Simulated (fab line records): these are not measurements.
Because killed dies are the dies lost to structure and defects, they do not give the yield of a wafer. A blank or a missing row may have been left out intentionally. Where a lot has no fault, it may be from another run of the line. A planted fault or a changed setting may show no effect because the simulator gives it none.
fab line records -- flow gf180mcu -- part 1 of 2: steps 1 to 33 of 37
record: lots: 7, wafers: 21, lastDay: 34
route steps=602 shown M4@468 V4@476 MIM@503 PASSIVATION@602
lots that met no fault: taken from a fault-free run of the same line
startH: hours from the record's opening day to when the first of the lot's shown wafers began -- waitH: hours from the lot's prior step to this one -- " identical to the entry in the row above -- L1.1+2: several wafers, shown together as one row -- - value missing, or start not given -- * or withheld: withheld -- < > ~ a bound
route shown NAME@n: names a module that has steps shown in the file, with the first one's number in the route -- usual: mean/standard deviation of fault-free wafers -- same: alike in all rows -- chamber/n: place in a boat -- sites: each site's reading -- _std_site: the values' standard deviation -- _edge_site: inner sites' mean taken away from outer sites' mean -- radiusMm: for every site, how far away it sits from the centre of the wafer -- mask NAME#n: copy n -- behind: the last tool/chamber to shape the wafer -- hold: why the lot was held/for how many hours/how that ended -- device: the transistor (n, p or np) that didn't switch -- end of line: the route-end tests of the same wafers -- step lacking rows: just its recipe -- killed: not the wafer's yield, but the dies lost to structure and defects at the first sort -- map: a wafer's dies, marking killed ones x, the rest . and places with no die _
set.NAME: the setting the step ran with; set.NAME@STEP: the setting that earlier step ran with -- model.NAME: the simulator's own value behind a step, which no gauge read
lots at some steps of the route; a table a step, a row a wafer
services: the hour from which a tool's chamber was out of use, counted from the record's first day as startH (under 0 if before that day), plus the number of hours and why
== steps ==
step: GF_M4_PEB_12
recipe: pebTempC: 135, pebTimeS: 90, resist: KrF
step: GF_M4_DEVELOP_13
recipe: developTimeS: 60, devTempC: 21
step: GF_M4_CD_MEAS_14
recipe: targetCdNm: 280
usual: cdNm: 280.0/1.3
lot.wafer,tool,chamber,startH,waitH,cdNm
L634.2,cdSem-01,-,601.67,0.1,278.6
L634.3,cdSem-01,-,601.67,0.1,280.8
L634.5,cdSem-01,-,601.67,0.1,281.5
L635.1,cdSem-01,-,614.91,0.1,279.6
L635.3,cdSem-01,-,614.91,0.1,278.3
L635.6,cdSem-01,-,614.91,0.1,278.8
L645.1,cdSem-02,-,685.44,0.1,280.5
L645.2,cdSem-02,-,685.44,0.1,280.8
L645.4,cdSem-02,-,685.44,0.1,280.5
L646.2,cdSem-02,-,691.38,0.1,280.6
L646.4,cdSem-02,-,691.38,0.1,279.6
L646.5,cdSem-02,-,691.38,0.1,279.3
L647.1,cdSem-01,-,693.80,0.1,280.3
L647.2,cdSem-01,-,693.80,0.1,281.9
L647.3,cdSem-01,-,693.80,0.1,280.7
L648.1,cdSem-02,-,703.26,0.1,281.8
L648.2,cdSem-02,-,703.26,0.1,280.2
L648.4,cdSem-02,-,703.26,0.1,280.8
L650.3,cdSem-02,-,716.44,0.1,279.6
L650.5,cdSem-02,-,716.44,0.1,278.5
L650.6,cdSem-02,-,716.44,0.1,278.9
step: GF_M4_OVL_MEAS_15
usual: M4_OVL: -2/5.2
lot.wafer,tool,chamber,startH,waitH,M4_OVL[nm]
L634.2,overlay-02,-,601.77,0.1,6
L634.3,overlay-02,-,601.77,0.1,-2
L634.5,overlay-02,-,601.77,0.1,2
L635.1,overlay-02,-,615.03,0.1,-4
L635.3,overlay-02,-,615.03,0.1,0
L635.6,overlay-02,-,615.03,0.1,-4
L645.1,overlay-01,-,685.56,0.1,5
L645.2,overlay-01,-,685.56,0.1,3
L645.4,overlay-01,-,685.56,0.1,-6
L646.2,overlay-02,-,691.49,0.1,2
L646.4,overlay-02,-,691.49,0.1,3
L646.5,overlay-02,-,691.49,0.1,1
L647.1,overlay-02,-,693.92,0.1,-17
L647.2,overlay-02,-,693.92,0.1,-3
L647.3,overlay-02,-,693.92,0.1,-5
L648.1,overlay-02,-,703.38,0.1,-3
L648.2,overlay-02,-,703.38,0.1,2
L648.4,overlay-02,-,703.38,0.1,5
L650.3,overlay-02,-,716.53,0.1,-6
L650.5,overlay-02,-,716.53,0.1,2
L650.6,overlay-02,-,716.53,0.1,-6
step: GF_M4_METAL_ETCH_16
recipe: chemistry: Cl2/BCl3, maskMaterial: KrF, targetDepthNm: 627.5, stopOn: SiO2, pressureMtorr: 8, icpW: 800, biasW: 140, Cl2_flow_sccm: 80, bcl3FlowSccm: 40, timeS: 104.6
usual: drypumpMotorCurrentA: 5.7/0.42, oesProductAu: 0.970/0.0065, rfFwdPowerW: 795.9/2.4, throttleValvePct: 28.252/0.011
lot.wafer,tool,chamber,startH,waitH,drypumpMotorCurrentA,oesProductAu,rfFwdPowerW,rfHoursCounterH,throttleValvePct
L634.2,rieMetal-01,1,601.80,0.0,6.1,0.958,797.5,3,28.268
L634.3,rieMetal-01,0,601.80,0.0,5.5,0.967,794.8,-,28.252
L634.5,rieMetal-01,1,601.80,0.0,6.1,0.970,797.9,-,28.248
L635.1,rieMetal-01,1,615.07,0.0,6.1,0.972,795.3,3,28.243
L635.3,rieMetal-01,0,615.07,0.0,5.4,0.971,793.5,-,28.245
L635.6,rieMetal-01,0,615.07,0.0,5.4,0.968,793.0,-,28.265
L645.1,rieMetal-02,0,685.59,0.0,5.3,0.971,795.7,11,28.251
L645.2,rieMetal-02,1,685.59,0.0,6.4,0.963,795.5,5,28.253
L645.4,rieMetal-02,1,685.59,0.0,6.4,0.962,794.3,-,28.252
L646.2,rieMetal-02,0,691.52,0.0,5.3,0.963,792.9,11,28.261
L646.4,rieMetal-02,1,691.52,0.0,6.4,0.964,798.6,-,28.242
L646.5,rieMetal-02,1,691.52,0.0,6.4,0.968,799.5,-,28.267
L647.1,rieMetal-04,0,693.95,0.0,5.1,0.973,792.3,4,28.246
L647.2,rieMetal-04,1,693.95,0.0,5.6,0.962,796.3,11,28.238
L647.3,rieMetal-04,0,693.95,0.0,5.1,0.967,795.4,-,28.248
L648.1,rieMetal-01,0,703.42,0.0,5.5,0.962,795.8,14,28.259
L648.2,rieMetal-01,1,703.42,0.0,6.1,0.971,795.9,6,28.258
L648.4,rieMetal-01,1,703.42,0.0,6.1,0.967,797.8,-,28.267
L650.3,rieMetal-01,1,716.63,0.1,6.1,0.965,797.2,-,28.253
L650.5,rieMetal-01,1,716.63,0.1,6.1,0.973,794.7,-,28.247
L650.6,rieMetal-01,1,716.63,0.1,6.1,0.974,796.1,-,28.243
step: GF_M4_STRIP_17
recipe: chemistry: O2/N2, powerW: 1400, pressureMtorr: 1500, platenTempC: 250, o2FlowSccm: 3000, n2FlowSccm: 300, overashFraction: 0.5
usual: drypumpMotorCurrentA: 5.9/0.48, heaterPowerW: 328/35, o2FlowSccm: 3000/8.8, oesProductAu: 0.558/0.0053, platenTempC: 250.03/0.18, stripTimeToEndpointS: 7.88/0.044
lot.wafer,tool,chamber,startH,waitH,drypumpMotorCurrentA,heaterPowerW,o2FlowSccm,oesProductAu,platenTempC,rfHoursCounterH,stripTimeToEndpointS
L634.2,plasmaAsher-04,1,601.95,0.1,6.6,358,2994,0.557,250.14,20,7.88
L634.3,plasmaAsher-04,0,601.95,0.1,5.1,318,3003,0.557,250.24,-,7.89
L634.5,plasmaAsher-04,1,601.95,0.1,6.6,352,2986,0.554,250.25,-,7.90
L635.1,plasmaAsher-04,0,615.18,0.1,5.1,307,2990,0.564,249.97,22,7.96
L635.3,plasmaAsher-04,0,615.18,0.1,5.1,316,2993,0.563,250.35,-,7.99
L635.6,plasmaAsher-04,0,615.18,0.1,5.1,310,2988,0.562,250.17,-,7.97
L645.1,plasmaAsher-04,1,685.71,0.1,6.6,345,2985,0.553,250.33,30,7.80
L645.2,plasmaAsher-04,0,685.71,0.1,5.1,320,3000,0.559,249.97,30,7.90
L645.4,plasmaAsher-04,1,685.71,0.1,6.6,357,2989,0.559,250.03,-,7.86
L646.2,plasmaAsher-02,0,691.63,0.1,6.2,375,2998,0.563,250.22,89,7.85
L646.4,plasmaAsher-02,1,691.63,0.1,6.0,338,3017,0.554,249.78,-,7.90
L646.5,plasmaAsher-02,0,691.63,0.1,6.2,372,2986,0.559,250.16,-,7.92
L647.1,plasmaAsher-02,0,694.06,0.1,6.2,372,3004,0.557,249.82,89,7.85
L647.2,plasmaAsher-02,1,694.06,0.1,5.9,335,2996,0.561,250.09,89,7.92
L647.3,plasmaAsher-02,1,694.06,0.1,6.0,340,3012,0.565,249.71,-,7.88
L648.1,plasmaAsher-03,1,703.53,0.1,5.8,257,3016,0.566,250.10,109,7.89
L648.2,plasmaAsher-03,0,703.53,0.1,6.0,317,3000,0.550,250.07,109,7.80
L648.4,plasmaAsher-03,0,703.53,0.1,5.9,328,3002,0.553,249.88,-,7.80
L650.3,plasmaAsher-02,0,716.81,0.1,6.2,381,2990,0.549,249.99,-,7.81
L650.5,plasmaAsher-02,1,716.81,0.1,5.9,338,3006,0.552,250.23,-,7.82
L650.6,plasmaAsher-02,0,716.81,0.1,6.2,377,3002,0.555,249.76,-,7.80
step: GF_M4_STRIP_18
recipe: chemistry: postEtchResidueRemover, timeS: 1200, tempC: 72.5
step: GF_M4_CLEAN_19
recipe: chemistry: DIW, dry: n2Spin
step: GF_V4_CVD_00
recipe: material: SiO2, targetThkNm: 600, sigmaOpenFrac: 0.3, tempC: 400, timeS: 100, sih4FlowSccm: 60, pressureMtorr: 6
step: GF_V4_THK_MEAS_01
recipe: reads: SiO2_of_V4_CVD_00
usual: V4_CVD_00_THK: 599/8.2
lot.wafer,tool,chamber,startH,waitH,V4_CVD_00_THK[nm]
L634.2,filmMetro-03,-,602.64,0.1,611
L634.3,filmMetro-03,-,602.64,0.1,611
L634.5,filmMetro-03,-,602.64,0.1,610
L635.1,filmMetro-02,-,615.82,0.1,606
L635.3,filmMetro-02,-,615.82,0.1,596
L635.6,filmMetro-02,-,615.82,0.1,607
L645.1,filmMetro-02,-,686.40,0.0,608
L645.2,filmMetro-02,-,686.40,0.0,613
L645.4,filmMetro-02,-,686.40,0.0,603
L646.2,filmMetro-02,-,692.25,0.0,607
L646.4,filmMetro-02,-,692.25,0.0,601
L646.5,filmMetro-02,-,692.25,0.0,596
L647.1,filmMetro-03,-,694.67,0.0,588
L647.2,filmMetro-03,-,694.67,0.0,608
L647.3,filmMetro-03,-,694.67,0.0,588
L648.1,filmMetro-03,-,704.25,0.1,598
L648.2,filmMetro-03,-,704.25,0.1,596
L648.4,filmMetro-03,-,704.25,0.1,603
L650.3,filmMetro-02,-,717.43,0.1,604
L650.5,filmMetro-02,-,717.43,0.1,593
L650.6,filmMetro-02,-,717.43,0.1,591
step: GF_V4_CVD_02
recipe: material: SiO2, targetThkNm: 850, precursor: TEOS, tempC: 400, timeS: 94.851, rfW: 600
usual: heaterPowerW: 677/79, rfFwdPowerW: 596.3/2.2
lot.wafer,tool,chamber,startH,waitH,heaterPowerW,rfFwdPowerW
L634.2,pecvd-04,0,602.69,0.0,567,597.5
L634.3,pecvd-04,2,602.69,0.0,808,598.1
L634.5,pecvd-04,1,602.69,0.0,661,595.7
L635.1,pecvd-03,2,615.88,0.1,653,592.7
L635.3,pecvd-03,0,615.88,0.1,590,597.6
L635.6,pecvd-03,2,615.88,0.1,531,595.5
L645.1,pecvd-04,1,686.46,0.1,596,594.5
L645.2,pecvd-04,0,686.46,0.1,632,596.8
L645.4,pecvd-04,0,686.46,0.1,657,598.4
L646.2,pecvd-04,0,692.30,0.0,652,600.8
L646.4,pecvd-04,2,692.30,0.0,757,598.2
L646.5,pecvd-04,0,692.30,0.0,702,601.4
L647.1,pecvd-03,0,694.73,0.1,681,597.4
L647.2,pecvd-03,2,694.73,0.1,568,601.4
L647.3,pecvd-03,1,694.73,0.1,800,593.7
L648.1,pecvd-03,0,704.31,0.1,656,593.4
L648.2,pecvd-03,1,704.31,0.1,846,595.1
L648.4,pecvd-03,0,704.31,0.1,716,594.0
L650.3,pecvd-03,0,717.47,0.0,672,600.4
L650.5,pecvd-03,1,717.47,0.0,822,598.8
L650.6,pecvd-03,2,717.47,0.0,656,597.4
step: GF_V4_THK_MEAS_03
recipe: reads: SiO2_of_V4_CVD_02
usual: V4_CVD_02_THK: 858/11
lot.wafer,tool,chamber,startH,waitH,V4_CVD_02_THK[nm]
L634.2,filmMetro-04,-,602.77,0.0,852
L634.3,filmMetro-04,-,602.77,0.0,850
L634.5,filmMetro-04,-,602.77,0.0,875
L635.1,filmMetro-03,-,615.99,0.1,853
L635.3,filmMetro-03,-,615.99,0.1,864
L635.6,filmMetro-03,-,615.99,0.1,864
L645.1,filmMetro-02,-,686.57,0.1,860
L645.2,filmMetro-02,-,686.57,0.1,846
L645.4,filmMetro-02,-,686.57,0.1,864
L646.2,filmMetro-02,-,692.38,0.0,856
L646.4,filmMetro-02,-,692.38,0.0,860
L646.5,filmMetro-02,-,692.38,0.0,860
L647.1,filmMetro-03,-,694.80,0.0,861
L647.2,filmMetro-03,-,694.80,0.0,859
L647.3,filmMetro-03,-,694.80,0.0,848
L648.1,filmMetro-02,-,704.40,0.1,869
L648.2,filmMetro-02,-,704.40,0.1,861
L648.4,filmMetro-02,-,704.40,0.1,877
L650.3,filmMetro-04,-,717.56,0.1,869
L650.5,filmMetro-04,-,717.56,0.1,867
L650.6,filmMetro-04,-,717.56,0.1,879
step: GF_V4_CMP_04
recipe: material: SiO2, downForcePsi: 4, platenRpm: 60, padVelocityMS: 0.94248
usual: motorCurrentA: 12.4/1.2, timeToEndpointS: 83/6.4
lot.wafer,tool,chamber,startH,waitH,motorCurrentA,timeToEndpointS,model.SiO2_of_V4_CVD_02.thkNm
L634.2,cmp-02,3,603.05,0.3,13.1,82,631.3
L634.3,cmp-02,2,603.05,0.3,11.6,73,630.6
L634.5,cmp-02,0,603.05,0.3,14.5,92,632.6
L635.3,cmp-01,0,616.05,0.0,11.8,91,630.6
L635.1,cmp-01,2,616.05,0.0,10.4,82,631.4
L635.6,cmp-01,0,616.05,0.0,12.4,90,631.7
L645.4,cmp-01,2,686.63,0.0,9.7,83,631.4
L645.2,cmp-01,3,686.63,0.0,10.6,21,788.8
L645.1,cmp-01,0,686.63,0.0,11.6,23,789.5
L646.2,cmp-01,2,692.43,0.0,10.0,22,790.2
L646.4,cmp-01,1,692.43,0.0,13.4,91,633.7
L646.5,cmp-01,3,692.43,0.0,11.3,86,632.2
L647.2,cmp-01,1,694.86,0.0,13.5,29,792.3
L647.1,cmp-01,3,694.86,0.0,10.9,27,791.2
L647.3,cmp-01,0,694.86,0.0,12.6,18,790.8
L648.2,cmp-02,1,704.51,0.1,14.1,84,631.8
L648.1,cmp-02,2,704.51,0.1,11.7,81,630.7
L648.4,cmp-02,3,704.51,0.1,12.2,86,631
L650.3,cmp-02,1,717.60,0.0,13.8,86,632.3
L650.6,cmp-02,1,717.60,0.0,13.9,90,631.8
L650.5,cmp-02,2,717.60,0.0,11.6,82,631.4
step: GF_V4_BOW_MEAS_05
recipe: mode: bow
usual: V4_BOW: 134/8.9
lot.wafer,tool,chamber,startH,waitH,V4_BOW[um]
L634.2,filmMetro-04,-,603.37,0.3,145
L634.3,filmMetro-04,-,603.37,0.3,158
L634.5,filmMetro-04,-,603.37,0.3,132
L635.1,filmMetro-02,-,616.35,0.1,151
L635.3,filmMetro-02,-,616.35,0.1,156
L635.6,filmMetro-02,-,616.35,0.1,145
L645.1,filmMetro-03,-,686.94,0.2,129
L645.2,filmMetro-03,-,686.94,0.2,133
L645.4,filmMetro-03,-,686.94,0.2,129
L646.2,filmMetro-02,-,692.80,0.3,142
L646.4,filmMetro-02,-,692.80,0.3,134
L646.5,filmMetro-02,-,692.80,0.3,137
L647.1,filmMetro-03,-,695.16,0.1,152
L647.2,filmMetro-03,-,695.16,0.1,136
L647.3,filmMetro-03,-,695.16,0.1,147
L648.1,filmMetro-02,-,704.76,0.1,128
L648.2,filmMetro-02,-,704.76,0.1,138
L648.4,filmMetro-02,-,704.76,0.1,121
L650.3,filmMetro-02,-,717.94,0.3,136
L650.5,filmMetro-02,-,717.94,0.3,136
L650.6,filmMetro-02,-,717.94,0.3,129
step: GF_V4_DEHYDRATE_06
recipe: tempC: 200, timeS: 60
step: GF_V4_HMDS_07
recipe: primeTimeS: 60, primeTempC: 120
step: GF_V4_COAT_08
recipe: resist: BARC, tempC: withheld, timeS: withheld, spinRpm: withheld, resistThkNm: withheld
step: GF_V4_COAT_09
recipe: resist: KrF, spinRpm: withheld, resistThkNm: 1000
step: GF_V4_SOFTBAKE_10
recipe: tempC: 130, timeS: 60, resist: KrF
step: GF_V4_EXPOSE_11
recipe: maskId: Via4, targetCdNm: 260, na: 0.68, sourceShape: conventional, sigmaOuter: 0.6, doseMj: 38
step: GF_V4_PEB_12
recipe: pebTempC: 135, pebTimeS: 90, resist: KrF
step: GF_V4_DEVELOP_13
recipe: developTimeS: 60, resist: KrF, devTempC: 21
step: GF_V4_CD_MEAS_14
recipe: targetCdNm: 260
usual: cdNm: 259.7/0.94
lot.wafer,tool,chamber,startH,waitH,cdNm
L634.2,cdSem-01,-,624.16,0.1,260.3
L634.3,cdSem-01,-,624.16,0.1,258.4
L634.5,cdSem-01,-,624.16,0.1,259.8
L635.1,cdSem-02,-,636.85,0.1,259.0
L635.3,cdSem-02,-,636.85,0.1,259.0
L635.6,cdSem-02,-,636.85,0.1,259.1
L645.1,cdSem-02,-,705.60,0.1,258.2
L645.2,cdSem-02,-,705.60,0.1,258.8
L645.4,cdSem-02,-,705.60,0.1,260.2
L646.2,cdSem-01,-,711.46,0.1,258.6
L646.4,cdSem-01,-,711.46,0.1,260.8
L646.5,cdSem-01,-,711.46,0.1,259.3
L647.1,cdSem-02,-,713.34,0.1,259.7
L647.2,cdSem-02,-,713.34,0.1,259.9
L647.3,cdSem-02,-,713.34,0.1,260.3
L648.1,cdSem-02,-,723.14,0.1,261.7
L648.2,cdSem-02,-,723.14,0.1,261.1
L648.4,cdSem-02,-,723.14,0.1,261.2
L650.3,cdSem-02,-,735.48,0.1,259.9
L650.5,cdSem-02,-,735.48,0.1,260.0
L650.6,cdSem-02,-,735.48,0.1,259.6
step: GF_V4_OVL_MEAS_15
usual: V4_OVL: 1/4.8
lot.wafer,tool,chamber,startH,waitH,V4_OVL[nm]
L634.2,overlay-01,-,624.26,0.1,7
L634.3,overlay-01,-,624.26,0.1,-1
L634.5,overlay-01,-,624.26,0.1,-2
L635.1,overlay-02,-,636.97,0.1,1
L635.3,overlay-02,-,636.97,0.1,6
L635.6,overlay-02,-,636.97,0.1,8
L645.1,overlay-02,-,705.72,0.1,-1
L645.2,overlay-02,-,705.72,0.1,5
L645.4,overlay-02,-,705.72,0.1,5
L646.2,overlay-01,-,711.56,0.1,14
L646.4,overlay-01,-,711.56,0.1,6
L646.5,overlay-01,-,711.56,0.1,8
L647.1,overlay-02,-,713.46,0.1,2
L647.2,overlay-02,-,713.46,0.1,4
L647.3,overlay-02,-,713.46,0.1,1
L648.1,overlay-02,-,723.26,0.1,-7
L648.2,overlay-02,-,723.26,0.1,0
L648.4,overlay-02,-,723.26,0.1,-1
L650.3,overlay-01,-,735.57,0.1,-3
L650.5,overlay-01,-,735.57,0.1,0
L650.6,overlay-01,-,735.57,0.1,-2
step: GF_V4_ETCH_16
recipe: chemistry: N2/H2, targetDepthA: withheld, overetchA: withheld, timeS: withheld, target: BARC, ionEnergyEv: 200, sourceW: 500, biasW: 100, pressureMtorr: 30, n2FlowSccm: 100, h2FlowSccm: 200
step: GF_V4_ETCH_17
recipe: chemistry: C4F8/O2/Ar, maskMaterial: KrF, target: SiO2, stopOn: TiN, sourceW: 1500, biasW: 1200, pressureMtorr: 40, c4f8FlowSccm: withheld, O2_flow_sccm: 6, Ar_flow_sccm: 300, timeS: withheld, targetDepthA: 6300
usual: oesProductAu: 0.855/0.0042, rfFwdPowerW: 1494/5
lot.wafer,tool,chamber,startH,waitH,oesProductAu,rfFwdPowerW,model.V4.featureDepthNm,model.etch.depthNm
L634.2,rieDiel-02,2,-,-,0.852,1489,631.3,631.3
L634.3,rieDiel-02,0,-,-,0.853,1488,630.6,630.6
L634.5,rieDiel-02,0,-,-,0.858,1497,632.6,632.6
L635.1,rieDiel-02,2,-,-,0.864,1493,631.4,631.4
L635.3,rieDiel-02,0,-,-,0.854,1486,630.6,630.6
L635.6,rieDiel-02,0,-,-,0.860,1494,631.7,631.7
L645.1,rieDiel-03,2,-,-,0.980,1490,789.5,789.5
L645.2,rieDiel-03,1,-,-,0.975,1500,788.8,788.8
L645.4,rieDiel-03,0,-,-,0.859,1492,631.4,631.4
L646.2,rieDiel-02,2,-,-,0.976,1504,790.2,790.2
L646.4,rieDiel-02,0,-,-,0.858,1499,633.7,633.7
L646.5,rieDiel-02,0,-,-,0.855,1500,632.2,632.2
L647.1,rieDiel-02,3,-,-,0.978,1490,791.2,791.2
L647.2,rieDiel-02,2,-,-,0.969,1494,792.3,792.3
L647.3,rieDiel-02,0,-,-,0.975,1496,790.8,790.8
L648.1,rieDiel-03,3,-,-,0.854,1493,630.7,630.7
L648.2,rieDiel-03,1,-,-,0.860,1498,631.8,631.8
L648.4,rieDiel-03,0,-,-,0.853,1495,631,631
L650.3,rieDiel-02,3,-,-,0.846,1500,632.3,632.3
L650.5,rieDiel-02,0,-,-,0.852,1499,631.4,631.4
L650.6,rieDiel-02,3,-,-,0.855,1498,631.8,631.8
step: GF_V4_STRIP_18
recipe: chemistry: O2/N2, powerW: 1400, pressureMtorr: 1500, platenTempC: 250, o2FlowSccm: 3000, n2FlowSccm: 300, overashFraction: 0.5
usual: drypumpMotorCurrentA: 5.6/0.49, heaterPowerW: 315/28, o2FlowSccm: 3000/9.1, oesProductAu: 0.593/0.0054, platenTempC: 250.02/0.16
lot.wafer,tool,chamber,startH,waitH,drypumpMotorCurrentA,heaterPowerW,o2FlowSccm,oesProductAu,platenTempC,rfHoursCounterH
L634.2,plasmaAsher-03,0,624.42,-,6.0,322,3000,0.588,249.87,100
L634.3,plasmaAsher-03,0,624.42,-,6.0,319,3008,0.594,249.91,-
L634.5,plasmaAsher-03,1,624.42,-,5.8,261,3003,0.598,250.01,-
L635.1,plasmaAsher-03,0,637.13,-,5.9,321,2998,0.600,249.96,101
L635.3,plasmaAsher-03,0,637.13,-,6.0,330,2996,0.591,249.96,-
L635.6,plasmaAsher-03,1,637.13,-,5.8,260,2996,0.602,250.05,-
L645.1,plasmaAsher-01,1,705.88,-,5.3,326,2991,0.594,250.31,56
L645.2,plasmaAsher-01,0,705.88,-,5.2,322,3000,0.595,250.25,56
L645.4,plasmaAsher-01,1,705.88,-,5.2,323,2999,0.603,250.16,-
L646.2,plasmaAsher-01,0,711.72,-,5.2,314,2989,0.588,250.12,57
L646.4,plasmaAsher-01,1,711.72,-,5.3,313,2994,0.598,249.86,-
L646.5,plasmaAsher-01,0,711.72,-,5.2,310,2989,0.589,249.99,-
L647.1,plasmaAsher-01,0,713.62,-,5.2,328,2997,0.594,249.97,57
L647.2,plasmaAsher-01,1,713.62,-,5.3,323,3008,0.598,249.82,57
L647.3,plasmaAsher-01,0,713.62,-,5.2,323,3021,0.598,249.84,-
L648.1,plasmaAsher-01,0,723.42,-,5.2,325,3002,0.585,250.00,58
L648.2,plasmaAsher-01,1,723.42,-,5.3,322,2994,0.594,249.81,58
L648.4,plasmaAsher-01,0,723.42,-,5.2,325,3002,0.607,249.87,-
L650.3,plasmaAsher-04,0,735.76,-,5.1,310,2978,0.594,250.11,-
L650.5,plasmaAsher-04,0,735.76,-,5.1,311,2993,0.602,250.26,-
L650.6,plasmaAsher-04,1,735.76,-,6.6,360,2994,0.596,249.94,-
step: GF_V4_STRIP_19
recipe: chemistry: postEtchResidueRemover, timeS: 1200, tempC: 72.5
step: GF_V4_CLEAN_20
recipe: chemistry: DIW, dry: n2Spin
step: GF_V4_SPUTTER_21
recipe: material: Ti, targetThkNm: 15, chamberPressurePa: 5, powerW: 2500, substrateTempC: 200, timeS: 80.02
step: GF_V4_SPUTTER_22
recipe: material: TiN, targetThkNm: 10, chamberPressurePa: 5, powerW: 4000, timeS: 40
step: GF_V4_CVD_23
recipe: material: W, targetThkNm: 350, timeS: 104.9, tempC: 400, pressureTorr: 40
usual: chamberPressureTorr: 40.00/0.091, heaterPowerW: 889/88
lot.wafer,tool,chamber,startH,waitH,chamberPressureTorr,heaterPowerW
L634.2,cvdW-01,1,625.06,0.0,39.89,724
L634.3,cvdW-01,1,625.06,0.0,39.92,750
L634.5,cvdW-01,1,625.06,0.0,39.99,725
L635.1,cvdW-01,0,637.76,0.0,40.10,945
L635.3,cvdW-01,1,637.76,0.0,40.13,736
L635.6,cvdW-01,0,637.76,0.0,40.01,956
L645.1,cvdW-02,0,706.51,0.0,39.94,884
L645.2,cvdW-02,1,706.51,0.0,40.01,964
L645.4,cvdW-02,1,706.51,0.0,40.07,976
L646.2,cvdW-01,1,712.36,0.0,39.99,748
L646.4,cvdW-01,1,712.36,0.0,39.98,745
L646.5,cvdW-01,1,712.36,0.0,39.96,760
L647.1,cvdW-01,1,714.26,0.0,40.01,753
L647.2,cvdW-01,0,714.26,0.0,39.98,917
L647.3,cvdW-01,1,714.26,0.0,40.00,742
L648.1,cvdW-02,1,724.06,0.0,40.04,999
L648.2,cvdW-02,0,724.06,0.0,40.01,861
L648.4,cvdW-02,0,724.06,0.0,39.88,867
L650.3,cvdW-01,0,736.51,0.1,39.79,928
L650.5,cvdW-01,0,736.51,0.1,39.96,969
L650.6,cvdW-01,1,736.51,0.1,40.00,737
step: GF_V4_RS_MEAS_24
recipe: thkMeasGauge: four-point-probe, reads: W_of_V4_CVD_23+TiN_of_V4_SPUTTER_22+Ti_of_V4_SPUTTER_21
usual: V4_W_RS: 0.328/0.0031
lot.wafer,tool,chamber,startH,waitH,V4_W_RS[ohm/sq]
L634.2,filmMetro-02,-,625.20,0.1,0.326
L634.3,filmMetro-02,-,625.20,0.1,0.328
L634.5,filmMetro-02,-,625.20,0.1,0.324
L635.1,filmMetro-02,-,637.88,0.1,0.335
L635.3,filmMetro-02,-,637.88,0.1,0.335
L635.6,filmMetro-02,-,637.88,0.1,0.335
L645.1,filmMetro-02,-,706.63,0.1,0.332
L645.2,filmMetro-02,-,706.63,0.1,0.327
L645.4,filmMetro-02,-,706.63,0.1,0.327
L646.2,filmMetro-02,-,712.49,0.1,0.324
L646.4,filmMetro-02,-,712.49,0.1,0.323
L646.5,filmMetro-02,-,712.49,0.1,0.325
L647.1,filmMetro-03,-,714.37,0.1,0.325
L647.2,filmMetro-03,-,714.37,0.1,0.324
L647.3,filmMetro-03,-,714.37,0.1,0.325
L648.1,filmMetro-03,-,724.17,0.1,0.320
L648.2,filmMetro-03,-,724.17,0.1,0.326
L648.4,filmMetro-03,-,724.17,0.1,0.329
L650.3,filmMetro-03,-,736.63,0.1,0.318
L650.5,filmMetro-03,-,736.63,0.1,0.324
L650.6,filmMetro-03,-,736.63,0.1,0.323
== key ==
firstSign: step: GF_V4_CMP_04, reading: timeToEndpointS, direction: down, sigmas: 9.3, usual: *, struck: *
effect: step: GF_V4_ETCH_17, reading: oesProductAu, direction: up, sigmas: 28, usual: 0.855, struck: 0.975
modelEffect: step: GF_V4_CMP_04, value: SiO2_of_V4_CVD_02.thkNm, without: 632.3, struck: 790.5
modelEffect: step: GF_V4_ETCH_17, value: V4.featureDepthNm, without: 632.3, struck: 790.5
modelEffect: step: GF_V4_CMP_26, value: SiO2_of_V4_CVD_02.thkNm, without: 628.6, struck: 786.7
modelEffect: step: GF_PASSIVATION_PROBE_99, value: etest.via4Chain.rcOhm, without: 6.407, struck: 8.633
metAt GF_V4_CMP_04
struckWafers L645.1,L645.2,L646.2,L647.1,L647.2,L647.3
sortLeftOut L645.1,L645.2,L646.2,L647.1,L647.2,L647.3
onsetBetween 616.05 686.63
fault: kind: processParameterDrift, tool: cmp-01, chamber: -, onsetH: 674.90, steps: GF_V4_CMP_04, channel: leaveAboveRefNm, offset: 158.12, shape: step, endH: 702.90, scope: struckWafersOnly, actsIn: theseRecipesOnly, stated: 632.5
sortLeftOut: the simulated sort isn't trusted on such a fault, so these wafers' sort isn't shown, and their yield isn't known
